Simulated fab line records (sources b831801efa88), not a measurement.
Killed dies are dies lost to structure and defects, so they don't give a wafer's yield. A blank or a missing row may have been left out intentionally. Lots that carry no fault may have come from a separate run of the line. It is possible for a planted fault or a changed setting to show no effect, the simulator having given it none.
fab line records	flow sfq_line
record: lots: 6	wafers: 18	last_day: 92
route steps=325 shown M3@122 I3@133 M4@148 I4@163 M8@325
lots that met no fault: taken from a fault-free run of the same line
start_h: start of the lot's first displayed wafer, in hours after the record's first day	wait_h: time in hours since the lot's previous step	" same as the row above	L1.1+2: one row covering several wafers at once	- no value, or no start given	* or withheld: withheld	< > ~ a bound
route shown NAME@n: names a module that has steps shown in the file, with the first one's number in the route	usual: mean/standard deviation of fault-free wafers	same: alike in all rows	chamber/n: place in a boat	sites: per-site readings	_std_site: their standard deviation	_edge_site: mean of outer sites minus mean of inner sites	radius_mm: for every site, how far away it sits from the centre of the wafer	mask NAME#n: copy n	behind: the last tool/chamber to shape the wafer	hold: why the lot was held/for how many hours/how that ended	device: the n, p or np transistor that did not switch	end of line: the route-end tests of the same wafers	for a step that has no rows: nothing shown but its recipe	killed: the dies lost at the first sort to structure and to defects; this is not the yield of the wafer	map: a wafer's dies, marking killed ones x, the rest . and places with no die _
set.NAME: the run value of the setting; set.NAME@STEP: its run value at that earlier step	model.NAME: the simulator's own value behind a step, which no gauge read
lots seen at some steps along the route; tables by step, rows by wafer
services: the hour from which a tool's chamber was out of use, counted from the record's first day as start_h (under 0 if before that day), plus the number of hours and why
== steps ==
step: SFQ_TRILAYER_M3_LITHO_COAT_080
recipe: resist: BARC	spin_rpm: 3000	resist_thk_nm: 62
step: SFQ_TRILAYER_M3_LITHO_COAT_075
recipe: resist: KrF	spin_rpm: 3000	resist_thk_nm: 600
step: SFQ_TRILAYER_M3_LITHO_SOFTBAKE_079
recipe: temp_c: withheld	time_s: withheld	resist: KrF
step: SFQ_TRILAYER_M3_LITHO_EXPOSE_076
recipe: mask_id: M3	na: 0.6	source_shape: conventional	sigma_outer: 0.65	target_cd_nm: 500	dose_mj: 14.4
step: SFQ_TRILAYER_M3_LITHO_PEB_078
recipe: peb_temp_c: 115	peb_time_s: 60	resist: KrF
step: SFQ_TRILAYER_M3_LITHO_DEVELOP_077
recipe: time_s: 60	resist: KrF
step: SFQ_M3_OVL_MEAS_921
usual: M3_OVL: -1/6
lot.wafer	tool	chamber	start_h	wait_h	M3_OVL[nm]
L359.1	overlay-01	-	1032.34	0.1	-12
L359.2	"	-	"	"	-6
L359.5	"	-	"	"	-10
L360.3	overlay-01	-	1035.44	0.1	-14
L360.4	"	-	"	"	-8
L360.6	"	-	"	"	-8
L369.1	overlay-01	-	1218.39	0.1	-5
L369.2	"	-	"	"	-4
L369.5	"	-	"	"	-9
L374.2	overlay-01	-	1236.40	0.1	-4
L374.4	"	-	"	"	-3
L374.6	"	-	"	"	2
L375.2	overlay-02	-	1237.60	0.1	8
L375.3	"	-	"	"	8
L375.6	"	-	"	"	3
L379.1	overlay-02	-	1243.59	0.1	-6
L379.3	"	-	"	"	-8
L379.4	"	-	"	"	-7
step: SFQ_TRILAYER_M3_BARC_OPEN_METAL_ETCH_100
recipe: mask_material: PR	chemistry: O2	target_depth_nm: 125	target: BARC	icp_w: 600	bias_w: 80	pressure_mtorr: 10	time_s: 41.7
usual: drypump_motor_current_A: 6.0/0.48	oes_product_au: 0.684/0.0044
lot.wafer	tool	chamber	start_h	wait_h	drypump_motor_current_A	oes_product_au	rf_hours_counter_h
L359.1	rie_metal-03	0	1032.37	0.0	6.6	0.682	3
L359.2	"	0	"	"	6.6	0.681	-
L359.5	"	0	"	"	6.6	0.682	-
L360.3	rie_metal-03	0	1035.50	0.1	6.6	0.689	-
L360.4	"	0	"	"	6.6	0.685	-
L360.6	"	0	"	"	6.5	0.680	-
L369.1	rie_metal-02	1	1218.43	0.0	5.9	0.685	11
L369.2	"	0	"	"	6.2	0.686	51
L369.5	"	1	"	"	5.9	0.679	-
L374.2	rie_metal-03	1	1236.43	0.0	5.7	0.689	28
L374.4	"	0	"	"	6.6	0.685	-
L374.6	"	1	"	"	5.7	0.687	-
L375.2	rie_metal-02	1	1237.63	0.0	5.9	0.685	14
L375.3	"	0	"	"	6.3	0.682	-
L375.6	"	0	"	"	6.3	0.684	-
L379.1	rie_metal-03	1	1243.63	0.0	5.7	0.688	29
L379.3	"	1	"	"	5.7	0.678	-
L379.4	"	0	"	"	6.6	0.685	-
step: SFQ_TRILAYER_M3_ETCH_METAL_ETCH_078
recipe: target: Nb	stop_on: SiO2	mask_material: PR	chemistry: Cl2/Ar	target_depth_nm: 240	icp_w: 600	bias_w: 80	pressure_mtorr: 10	time_s: 120
usual: drypump_motor_current_A: 6.0/0.48	oes_product_au: 0.894/0.006
lot.wafer	tool	chamber	start_h	wait_h	drypump_motor_current_A	oes_product_au	rf_hours_counter_h
L359.1	rie_metal-03	0	1032.49	0.1	6.6	0.893	3
L359.2	"	0	"	"	6.6	0.893	-
L359.5	"	0	"	"	6.6	0.901	-
L360.3	rie_metal-03	0	1035.67	0.1	6.6	0.896	-
L360.4	"	0	"	"	6.6	0.882	-
L360.6	"	0	"	"	6.7	0.887	-
L369.1	rie_metal-02	1	1218.49	0.0	5.8	0.892	11
L369.2	"	0	"	"	6.3	0.886	51
L369.5	"	1	"	"	5.9	0.899	-
L374.2	rie_metal-03	1	1236.49	0.0	5.7	0.890	28
L374.4	"	0	"	"	6.6	0.890	-
L374.6	"	1	"	"	5.7	0.881	-
L375.2	rie_metal-02	1	1237.69	0.0	5.9	0.902	14
L375.3	"	0	"	"	6.2	0.891	-
L375.6	"	0	"	"	6.3	0.902	-
L379.1	rie_metal-03	1	1243.69	0.0	5.7	0.892	29
L379.3	"	1	"	"	5.8	0.886	-
L379.4	"	0	"	"	6.6	0.901	-
step: SFQ_TRILAYER_M3_STRIP_STRIP_079
recipe: gas: O2	power_w: 200	platen_temp_c: 40	overash_fraction: 0.65	chemistry: O2	pressure_mtorr: 50
usual: drypump_motor_current_A: 6.0/0.48	oes_product_au: 1.001/0.011
lot.wafer	tool	chamber	start_h	wait_h	drypump_motor_current_A	oes_product_au	rf_hours_counter_h
L359.1	rie_metal-03	0	1032.74	0.2	6.6	0.997	3
L359.2	"	0	"	"	6.6	0.993	-
L359.5	"	0	"	"	6.6	0.992	-
L360.3	rie_metal-03	0	1036.23	0.5	6.6	0.984	-
L360.4	"	0	"	"	6.6	0.987	-
L360.6	"	0	"	"	6.6	0.992	-
L369.1	rie_metal-02	1	1218.61	0.1	5.9	0.992	11
L369.2	"	0	"	"	6.3	1.010	51
L369.5	"	1	"	"	5.9	1.002	-
L374.2	rie_metal-03	1	1236.61	0.1	5.7	1.001	28
L374.4	"	0	"	"	6.6	0.990	-
L374.6	"	1	"	"	5.7	0.997	-
L375.2	rie_metal-02	1	1237.81	0.1	5.9	0.995	14
L375.3	"	0	"	"	6.2	1.011	-
L375.6	"	0	"	"	6.2	1.013	-
L379.1	rie_metal-03	1	1243.81	0.1	5.7	1.008	29
L379.3	"	1	"	"	5.7	1.003	-
L379.4	"	0	"	"	6.6	0.998	-
step: SFQ_TRILAYER_M3_STRIP_SOLV_CLEAN_080
recipe: chemistry: NMP	temp_c: 70	time_s: 600
step: SFQ_TRILAYER_I3_DEP_PECVD_081
recipe: material: SiO2	temp_c: 150	time_s: 111.11	pressure_torr: 2.4	rf_w: 183.3	precursor: SiH4/N2O	target_thk_nm: 500
step: SFQ_TRILAYER_I3_CMP_CMP_082
recipe: material: SiO2	down_force_psi: 3	platen_rpm: 60	pad_velocity_m_s: 0.94248
usual: motor_current_A: 10.3/1.3	slurry_filter_dp_kPa: 13.49/0.11	time_to_endpoint_s: 213/7.8
lot.wafer	tool	chamber	start_h	wait_h	motor_current_A	slurry_filter_dp_kPa	time_to_endpoint_s	model.SiO2_of_TRILAYER_I3_DEP_PECVD_081.thk_nm
L359.1	cmp-01	2	1044.90	10.7	9.8	13.49	205	200.4
L359.2	"	3	"	"	10.0	13.48	203	198.1
L359.5	"	1	1046.40	12.2	11.2	13.45	177	249.6
L360.3	cmp-01	0	1047.94	10.7	10.1	13.56	196	199.7
L360.4	"	1	"	"	10.7	13.51	171	250.1
L360.6	"	3	1049.55	12.3	10.4	13.55	204	198
L369.1	cmp-02	1	1232.49	13.1	13.2	13.46	217	199.9
L369.2	"	2	"	"	9.6	13.54	208	198.8
L369.5	"	0	1233.99	14.5	8.9	13.43	214	199.4
L374.2	cmp-01	3	1247.93	10.5	9.4	13.42	202	199.6
L374.4	"	1	1248.93	11.5	10.8	13.21	218	201.4
L374.6	"	0	1250.43	13.0	9.9	13.45	215	199.8
L375.3	cmp-02	3	1249.49	10.9	10.5	13.52	202	200.4
L375.2	"	1	1250.49	11.9	12.9	13.53	230	201.7
L375.6	"	3	1251.49	12.8	10.4	13.44	210	200.3
L379.1	cmp-01	3	1256.93	12.3	9.8	13.59	204	198.4
L379.3	"	1	1257.93	13.3	10.5	13.58	208	199.7
L379.4	"	2	"	"	9.5	13.49	225	200.2
step: SFQ_I3_BOW_MEAS_922
recipe: mode: bow
usual: I3_BOW: 4/9.2
lot.wafer	tool	chamber	start_h	wait_h	I3_BOW[um]
L359.1	film_metro-01	-	1047.40	2.0	-5
L359.2	"	-	"	"	10
L359.5	"	-	"	"	-2
L360.3	film_metro-04	-	1050.67	2.2	19
L360.4	"	-	"	"	-4
L360.6	"	-	"	"	2
L369.1	film_metro-02	-	1234.49	1.5	-13
L369.2	"	-	"	"	-1
L369.5	"	-	"	"	-7
L374.2	film_metro-04	-	1250.95	2.5	30
L374.4	"	-	"	"	34
L374.6	"	-	"	"	27
L375.2	film_metro-02	-	1252.51	1.5	12
L375.3	"	-	"	"	-8
L375.6	"	-	"	"	3
L379.1	film_metro-04	-	1259.93	2.5	-11
L379.3	"	-	"	"	0
L379.4	"	-	"	"	7
step: SFQ_TRILAYER_I3_METRO_MEASURE_083
usual: thk_nm: 199.8/1.1
lot.wafer	tool	chamber	start_h	wait_h	thk_nm
L359.1	film_metro-01	-	1047.52	0.1	200.3
L359.2	"	-	"	"	197.9
L359.5	"	-	"	"	249.4
L360.3	film_metro-04	-	1051.15	0.5	199.9
L360.4	"	-	"	"	250.1
L360.6	"	-	"	"	197.9
L369.1	film_metro-02	-	1234.61	0.1	200.0
L369.2	"	-	"	"	198.8
L369.5	"	-	"	"	199.3
L374.2	film_metro-04	-	1251.25	0.3	199.5
L374.4	"	-	"	"	201.2
L374.6	"	-	"	"	199.8
L375.2	film_metro-02	-	1252.81	0.3	201.7
L375.3	"	-	"	"	200.4
L375.6	"	-	"	"	200.4
L379.1	film_metro-04	-	1260.05	0.1	198.4
L379.3	"	-	"	"	199.8
L379.4	"	-	"	"	200.5
step: SFQ_TRILAYER_I3_VIA_LITHO_COAT_090
recipe: resist: BARC	spin_rpm: 3000	resist_thk_nm: 62
step: SFQ_TRILAYER_I3_VIA_LITHO_COAT_085
recipe: resist: KrF	spin_rpm: 3000	resist_thk_nm: 650
step: SFQ_TRILAYER_I3_VIA_LITHO_SOFTBAKE_089
recipe: temp_c: withheld	time_s: withheld	resist: KrF
step: SFQ_TRILAYER_I3_VIA_LITHO_EXPOSE_086
recipe: mask_id: I3	na: 0.6	source_shape: conventional	sigma_outer: 0.65	target_cd_nm: 500	dose_mj: 21.3
step: SFQ_TRILAYER_I3_VIA_LITHO_PEB_088
recipe: peb_temp_c: 115	peb_time_s: 60	resist: KrF
step: SFQ_TRILAYER_I3_VIA_LITHO_DEVELOP_087
recipe: time_s: 60	resist: KrF
step: SFQ_I3_OVL_MEAS_923
usual: I3_OVL: -2/5.9
lot.wafer	tool	chamber	start_h	wait_h	I3_OVL[nm]
L359.1	overlay-01	-	1052.41	0.1	4
L359.2	"	-	"	"	-1
L359.5	"	-	"	"	6
L360.3	overlay-01	-	1054.77	0.1	10
L360.4	"	-	"	"	-9
L360.6	"	-	"	"	-2
L369.1	overlay-02	-	1343.93	0.1	-6
L369.2	"	-	"	"	-1
L369.5	"	-	"	"	-7
L374.2	overlay-02	-	1354.74	0.1	-10
L374.4	"	-	"	"	-12
L374.6	"	-	"	"	-15
L375.2	overlay-01	-	1358.34	0.1	-10
L375.3	"	-	"	"	-1
L375.6	"	-	"	"	-7
L379.1	overlay-02	-	1372.86	0.1	6
L379.3	"	-	"	"	2
L379.4	"	-	"	"	10
step: SFQ_TRILAYER_I3_VIA_BARC_OPEN_VIA_ETCH_121
recipe: mask_material: PR	chemistry: O2	target_depth_nm: 125	target: BARC	source_w: 500	bias_w: 80	pressure_mtorr: 30	time_s: 41.7
usual: drypump_motor_current_A: 5.5/0.48	oes_product_au: 0.686/0.0051
lot.wafer	tool	chamber	start_h	wait_h	drypump_motor_current_A	oes_product_au	rf_hours_counter_h
L359.1	rie_diel-02	1	1052.45	0.0	5.0	0.687	11
L359.2	"	3	"	"	5.8	0.694	8
L359.5	"	1	"	"	5.0	0.691	-
L360.3	rie_diel-03	2	1054.82	0.0	5.8	0.676	-
L360.4	"	1	"	"	5.0	0.690	-
L360.6	"	1	"	"	5.0	0.698	-
L369.1	rie_diel-04	0	1343.97	0.0	5.7	0.694	6
L369.2	"	1	"	"	5.3	0.677	2
L369.5	"	0	"	"	5.7	0.679	-
L374.2	rie_diel-04	2	1354.77	0.0	5.3	0.682	12
L374.4	"	1	"	"	5.4	0.686	2
L374.6	"	1	"	"	5.3	0.689	-
L375.2	rie_diel-03	0	1358.37	0.0	6.5	0.679	3
L375.3	"	1	"	"	5.0	0.686	7
L375.6	"	1	"	"	5.0	0.683	-
L379.1	rie_diel-04	2	1372.89	0.0	5.3	0.685	12
L379.3	"	1	"	"	5.3	0.689	3
L379.4	"	3	"	"	6.1	0.689	10
step: SFQ_TRILAYER_I3_VIA_ETCH_VIA_ETCH_088
recipe: target: SiO2	stop_on: Nb	mask_material: PR	taper_deg: 20	chemistry: CHF3	target_depth_nm: 260	source_w: 500	bias_w: 80	pressure_mtorr: 30	time_s: withheld
usual: drypump_motor_current_A: 5.5/0.48	oes_product_au: 0.854/0.0053
lot.wafer	tool	chamber	start_h	wait_h	drypump_motor_current_A	oes_product_au	model.I3.feature_depth_nm	model.etch.depth_nm
L359.1	rie_diel-02	1	1052.49	0.0	5.0	0.858	200.4	200.4
L359.2	"	3	"	"	5.9	0.849	198.1	198.1
L359.5	"	1	"	"	5.0	0.981	249.6	249.6
L360.3	rie_diel-03	2	1054.91	0.1	5.7	0.850	199.7	199.7
L360.4	"	1	"	"	5.0	0.970	250.1	250.1
L360.6	"	1	"	"	5.0	0.848	198	198
L369.1	rie_diel-04	0	1344.01	0.0	5.7	0.852	199.9	199.9
L369.2	"	1	"	"	5.4	0.857	198.8	198.8
L369.5	"	0	"	"	5.7	0.854	199.4	199.4
L374.2	rie_diel-04	2	1354.81	0.0	5.3	0.860	199.6	199.6
L374.4	"	1	"	"	5.4	0.858	201.4	201.4
L374.6	"	1	"	"	5.4	0.858	199.8	199.8
L375.2	rie_diel-03	0	1358.41	0.0	6.5	0.861	201.7	201.7
L375.3	"	1	"	"	5.0	0.855	200.4	200.4
L375.6	"	1	"	"	5.0	0.856	200.3	200.3
L379.1	rie_diel-04	2	1372.93	0.0	5.3	0.843	198.4	198.4
L379.3	"	1	"	"	5.3	0.855	199.7	199.7
L379.4	"	3	"	"	6.0	0.855	200.2	200.2
step: SFQ_TRILAYER_I3_VIA_STRIP_STRIP_089
recipe: gas: O2	power_w: 200	platen_temp_c: 40	overash_fraction: 0.65	chemistry: O2	pressure_mtorr: 50
step: SFQ_TRILAYER_I3_VIA_STRIP_SOLV_CLEAN_090
recipe: chemistry: NMP	temp_c: 70	time_s: 600
step: SFQ_TRILAYER_M4_DEP_PRE_CLEAN_092
recipe: gas: Ar	time_s: 22.5	bias_v: 250
usual: bias_v: 250.0/2.4
lot.wafer	tool	chamber	start_h	wait_h	bias_v	model.SiO2_of_TRILAYER_I3_DEP_PECVD_081.thk_nm
L359.1	pvd_sputter-06	-	1053.55	0.0	251.1	192.9
L359.2	"	-	"	"	248.2	190.6
L359.5	"	-	"	"	249.5	242.1
L360.3	pvd_sputter-04	-	1055.80	0.0	251.9	192.2
L360.4	"	-	"	"	248.5	242.6
L360.6	"	-	"	"	250.1	190.5
L369.1	pvd_sputter-04	-	1344.90	0.0	253.3	192.4
L369.2	"	-	"	"	251.2	191.3
L369.5	"	-	"	"	247.6	191.9
L374.2	pvd_sputter-06	-	1355.70	0.0	248.8	192.1
L374.4	"	-	"	"	248.4	193.9
L374.6	"	-	"	"	251.5	192.3
L375.2	pvd_sputter-05	-	1359.30	0.0	251.0	194.2
L375.3	"	-	"	"	247.0	192.9
L375.6	"	-	"	"	252.6	192.8
L379.1	pvd_sputter-06	-	1373.82	0.0	249.3	190.9
L379.3	"	-	"	"	247.9	192.2
L379.4	"	-	"	"	249.6	192.7
step: SFQ_TRILAYER_M4_DEP_SPUTTER_091
recipe: material: Nb	base_pressure_pa: 1.33e-06	chamber_pressure_pa: 0.1333	substrate_temp_c: 20	resputter_cathode_voltage_v: 400	target_thk_nm: 200	power_w: 2000	time_s: 133.3
usual: substrate_temp_c: 19.99/0.1	throttle_valve_pct: 29.8/0.73
lot.wafer	tool	chamber	start_h	wait_h	substrate_temp_c	throttle_valve_pct
L359.1	pvd_sputter-06	-	1053.58	0.0	20.03	29.5
L359.2	"	-	"	"	20.03	29.7
L359.5	"	-	"	"	20.13	29.7
L360.3	pvd_sputter-04	-	1055.83	0.0	19.93	31.3
L360.4	"	-	"	"	20.11	30.7
L360.6	"	-	"	"	20.15	30.3
L369.1	pvd_sputter-04	-	1344.92	0.0	20.01	30.4
L369.2	"	-	"	"	19.80	31.1
L369.5	"	-	"	"	20.04	30.5
L374.2	pvd_sputter-06	-	1355.73	0.0	20.00	29.6
L374.4	"	-	"	"	19.86	28.6
L374.6	"	-	"	"	19.94	29.7
L375.2	pvd_sputter-05	-	1359.32	0.0	20.10	30.1
L375.3	"	-	"	"	20.03	29.9
L375.6	"	-	"	"	19.94	28.4
L379.1	pvd_sputter-06	-	1373.85	0.0	19.75	28.7
L379.3	"	-	"	"	20.00	29.6
L379.4	"	-	"	"	20.01	29.6
step: SFQ_M4_RS_MEAS_924
recipe: thk_meas_gauge: four-point-probe	reads: Nb_of_TRILAYER_M4_DEP_SPUTTER_091
usual: M4_NB_RS: 0.893/0.008
lot.wafer	tool	chamber	start_h	wait_h	M4_NB_RS[ohm/sq]
L359.1	film_metro-03	-	1053.67	0.0	0.884
L359.2	"	-	"	"	0.885
L359.5	"	-	"	"	0.886
L360.3	film_metro-02	-	1055.96	0.1	0.913
L360.4	"	-	"	"	0.912
L360.6	"	-	"	"	0.905
L369.1	film_metro-02	-	1345.02	0.0	0.888
L369.2	"	-	"	"	0.900
L369.5	"	-	"	"	0.885
L374.2	film_metro-01	-	1355.85	0.1	0.902
L374.4	"	-	"	"	0.901
L374.6	"	-	"	"	0.913
L375.2	film_metro-03	-	1359.44	0.1	0.885
L375.3	"	-	"	"	0.888
L375.6	"	-	"	"	0.884
L379.1	film_metro-01	-	1373.94	0.0	0.897
L379.3	"	-	"	"	0.886
L379.4	"	-	"	"	0.901
step: SFQ_TRILAYER_M4_LITHO_COAT_098
recipe: resist: BARC	spin_rpm: 3000	resist_thk_nm: 62
step: SFQ_TRILAYER_M4_LITHO_COAT_093
recipe: resist: KrF	spin_rpm: 3000	resist_thk_nm: 600
step: SFQ_TRILAYER_M4_LITHO_SOFTBAKE_097
recipe: temp_c: withheld	time_s: withheld	resist: KrF
step: SFQ_TRILAYER_M4_LITHO_EXPOSE_094
recipe: mask_id: M4	na: 0.6	source_shape: conventional	sigma_outer: 0.65	target_cd_nm: 500	dose_mj: 14.4
step: SFQ_TRILAYER_M4_LITHO_PEB_096
recipe: peb_temp_c: 115	peb_time_s: 60	resist: KrF
step: SFQ_TRILAYER_M4_LITHO_DEVELOP_095
recipe: time_s: 60	resist: KrF
step: SFQ_M4_OVL_MEAS_926
usual: M4_OVL: -2/5.6
lot.wafer	tool	chamber	start_h	wait_h	M4_OVL[nm]
L359.1	overlay-01	-	1178.79	0.1	-13
L359.2	"	-	"	"	-12
L359.5	"	-	"	"	-11
L360.3	overlay-01	-	1180.01	0.1	-2
L360.4	"	-	"	"	-1
L360.6	"	-	"	"	0
L369.1	overlay-01	-	1471.35	0.1	-3
L369.2	"	-	"	"	3
L369.5	"	-	"	"	-3
L374.2	overlay-02	-	1482.16	0.1	-11
L374.4	"	-	"	"	-9
L374.6	"	-	"	"	-14
L375.2	overlay-01	-	1484.56	0.1	-8
L375.3	"	-	"	"	-4
L375.6	"	-	"	"	-11
L379.1	overlay-01	-	1495.35	0.1	2
L379.3	"	-	"	"	-10
L379.4	"	-	"	"	-6
step: SFQ_TRILAYER_M4_BARC_OPEN_METAL_ETCH_123
recipe: mask_material: PR	chemistry: O2	target_depth_nm: 125	target: BARC	icp_w: 600	bias_w: 80	pressure_mtorr: 10	time_s: 41.7
step: SFQ_TRILAYER_M4_ETCH_METAL_ETCH_096
recipe: target: Nb	stop_on: SiO2	mask_material: PR	chemistry: Cl2/Ar	target_depth_nm: 240	icp_w: 600	bias_w: 80	pressure_mtorr: 10	time_s: 120
step: SFQ_TRILAYER_M4_STRIP_STRIP_097
recipe: gas: O2	power_w: 200	platen_temp_c: 40	overash_fraction: 0.65	chemistry: O2	pressure_mtorr: 50
step: SFQ_TRILAYER_M4_STRIP_SOLV_CLEAN_098
recipe: chemistry: NMP	temp_c: 70	time_s: 600
step: SFQ_TRILAYER_I4_DEP_PECVD_099
recipe: material: SiO2	temp_c: 150	time_s: 111.11	pressure_torr: 2.4	rf_w: 183.3	precursor: SiH4/N2O	target_thk_nm: 500
step: SFQ_M8_BOW_MEAS_951
recipe: mode: bow
usual: M8_BOW: 8/13
lot.wafer	tool	chamber	start_h	wait_h	M8_BOW[um]	model.etest.i3.link_ohm
L359.1	film_metro-04	-	1909.70	0.0	-7	1.949
L359.2	"	-	"	"	6	1.952
L359.5	"	-	"	"	-4	1.988
L360.3	film_metro-03	-	1910.95	0.0	22	1.996
L360.4	"	-	"	"	-3	2.06
L360.6	"	-	"	"	4	1.999
L369.1	film_metro-02	-	1945.68	0.0	-17	1.974
L369.2	"	-	"	"	-3	1.997
L369.5	"	-	"	"	-10	1.97
L374.2	film_metro-02	-	2123.44	0.0	49	1.994
L374.4	"	-	"	"	50	1.997
L374.6	"	-	"	"	44	2.008
L375.2	film_metro-03	-	2138.20	0.0	2	1.948
L375.3	"	-	"	"	-18	1.959
L375.6	"	-	"	"	-4	1.961
L379.1	film_metro-03	-	2212.09	0.0	-10	1.979
L379.3	"	-	"	"	0	1.963
L379.4	"	-	"	"	9	1.971
== services ==
tool	chamber	start_h	hours	kind
cmp-01	-	1016.66	2.3	repair
rie_diel-03	0	1052.18	16.6	repair
cmp-01	-	1053.41	4.4	repair
rie_diel-03	3	1054.10	75.4	repair
cmp-01	-	1078.10	1.7	repair
pvd_sputter-06	-	1078.98	3.2	repair
pvd_sputter-06	-	1104.24	2.2	repair
rie_metal-02	-	1133.57	0.9	repair
pvd_sputter-04	-	1138.19	2.5	repair
cmp-01	-	1140.17	0.2	repair
rie_diel-03	0	1141.87	6.6	repair
rie_metal-02	1	1150.30	20.5	repair
rie_diel-04	0	1169.33	4.0	repair
rie_diel-03	3	1177.62	2.6	repair
rie_diel-03	2	1178.51	16.4	repair
pvd_sputter-04	-	1189.09	1.5	repair
rie_diel-03	1	1197.76	8.2	repair
rie_diel-04	2	1203.09	1.5	repair
pvd_sputter-06	-	1238.72	0.5	repair
rie_metal-02	0	1260.25	4.1	repair
rie_metal-02	1	1262.65	1.3	repair
rie_metal-03	-	1336.54	19.0	repair
rie_diel-04	3	1360.64	6.1	repair
rie_metal-03	0	1364.10	6.9	repair
== key ==
first_sign: step: SFQ_TRILAYER_I3_CMP_CMP_082	reading: time_to_endpoint_s	direction: down	sigmas: 4.9	usual: *	struck: *
effect: step: SFQ_TRILAYER_I3_METRO_MEASURE_083	reading: thk_nm	direction: up	sigmas: 47	usual: 199.8	struck: 249.8
effect: step: SFQ_TRILAYER_I3_VIA_ETCH_VIA_ETCH_088	reading: oes_product_au	direction: up	sigmas: 23	usual: 0.854	struck: 0.976
model_effect: step: SFQ_TRILAYER_I3_CMP_CMP_082	value: SiO2_of_TRILAYER_I3_DEP_PECVD_081.thk_nm	without: 199.8	struck: 249.8
model_effect: step: SFQ_TRILAYER_I3_VIA_ETCH_VIA_ETCH_088	value: I3.feature_depth_nm	without: 199.8	struck: 249.8
model_effect: step: SFQ_TRILAYER_M4_DEP_PRE_CLEAN_092	value: SiO2_of_TRILAYER_I3_DEP_PECVD_081.thk_nm	without: 192.3	struck: 242.3
model_effect: step: SFQ_M8_BOW_MEAS_951	value: etest.i3.link_ohm	without: 1.977	struck: 2.024
met_at SFQ_TRILAYER_I3_CMP_CMP_082
struck_wafers L359.5,L360.4
fault: kind: process_parameter_drift	tool: cmp-01	chamber: 1	onset_h: 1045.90	steps: SFQ_TRILAYER_I3_CMP_CMP_082	channel: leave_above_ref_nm	offset: 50	shape: step	end_h: 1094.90	acts_in: these_recipes_only	stated: 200
